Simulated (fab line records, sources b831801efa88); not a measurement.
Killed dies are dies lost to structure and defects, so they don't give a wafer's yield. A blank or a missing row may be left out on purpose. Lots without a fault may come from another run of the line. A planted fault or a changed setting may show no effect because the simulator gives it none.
A struck lot beside a sound one | flow gf180mcu | 18 steps out of a route of 602
Sound: wafers L244.1, L244.2, L244.4. Struck: wafers L251.3, L251.4, L251.5. The cause comes at the end.
At each step with rows: each side's tool, then ch and its chambers, then its first start. Under that, the readings that differ: sound wafers | struck wafers | difference of the means | sigmas: that difference in standard deviations of wafers without a fault.
alike: readings whose means differ by less than 2 such deviations, and words and numbers that are the same on both sides. not compared: withheld readings, readings that some wafer has no value for, bounds like >300 that may hide the same value, and numbers for which the record gives no deviation and whose values overlap.
The two part at a step that has a row with sigmas, a row that says differs or no value, or rows on one side only. Numbers that don't overlap but have no deviation are shown without sigmas and don't part them. A reading that every wafer of one side lacks parts them only if that side has two wafers or more.

GF_VT_IMPLANT_RS_MEAS_47: measures by four-point-probe.
  sound on film_metro-02, day 8 06:37; struck on film_metro-01, day 10 05:47
  alike: NWELL_RS
GF_VT_IMPLANT_RS_MEAS_48: measures by four-point-probe.
  sound on film_metro-02, day 8 06:44; struck on film_metro-01, day 10 05:55
  alike: LVPWELL_RS
GF_VT_IMPLANT_RS_MEAS_49: measures by four-point-probe.
  sound on film_metro-02, day 8 06:52; struck on film_metro-01, day 10 06:02
  alike: MVPSD_RS
then, 4 steps without rows for these wafers: GF_VT_IMPLANT_WET_ETCH_50 (etches SiO2 in dHF, target depth 20 nm, time 400 s); GF_DUAL_GATE_CLEAN_00 (cleans in SC1/SC2, time 150 s); GF_DUAL_GATE_CLEAN_01 (cleans in dHF, time 20 s); GF_DUAL_GATE_OXIDATION_02 (stabilise 600 s, purge 300 s, target thk 10.887 nm).
GF_DUAL_GATE_THK_MEAS_03:
  sound on film_metro-02, day 8 13:02; struck on film_metro-03, day 10 07:46
  alike: DUAL_GATE_OXIDATION_00_THK
then, 4 steps without rows for these wafers: GF_DUAL_GATE_DEHYDRATE_04 (time 60 s); GF_DUAL_GATE_HMDS_05 (prime time 60 s); GF_DUAL_GATE_COAT_06 (resist thk 1000 nm); GF_DUAL_GATE_SOFTBAKE_07 (time 60 s).
GF_DUAL_GATE_EXPOSE_08: exposes mask Dualgate, target cd 700 nm.
  sound on iline_stepper-02 ch 0, day 8 20:52; struck on iline_stepper-02 ch 0, day 10 17:07
  reading                           | sound                | struck            | difference | sigmas
  model.DUAL_GATE.overlay_x_nm (nm) | -1.007 -1.007 -1.007 | 55.08 55.08 55.08 | +56.09     |
  alike: mask, stage_vel_mm_s
then, 2 steps without rows for these wafers: GF_DUAL_GATE_PEB_09; GF_DUAL_GATE_DEVELOP_10 (develop time 60 s).
GF_DUAL_GATE_OVL_MEAS_11:
  sound on overlay-02, day 9 05:36; struck on overlay-01, day 11 01:33
  reading            | sound          | struck         | difference | sigmas
  DUAL_GATE_OVL (nm) | -1.1 -0.5 -1.4 | 54.8 54.8 54.2 | +55.6      | +33
then, 1 step without rows for these wafers: GF_DUAL_GATE_WET_ETCH_12 (etches SiO2 in dHF, target depth 13 nm, time 260 s).
GF_PASSIVATION_PROBE_99:
  the record has rows for the sound wafers here (prober-01, day 29 23:48) and none for the struck ones

WHERE THEY PART
First at GF_DUAL_GATE_OVL_MEAS_11; last, within this record, at GF_PASSIVATION_PROBE_99.

WHY: what the simulator had put in
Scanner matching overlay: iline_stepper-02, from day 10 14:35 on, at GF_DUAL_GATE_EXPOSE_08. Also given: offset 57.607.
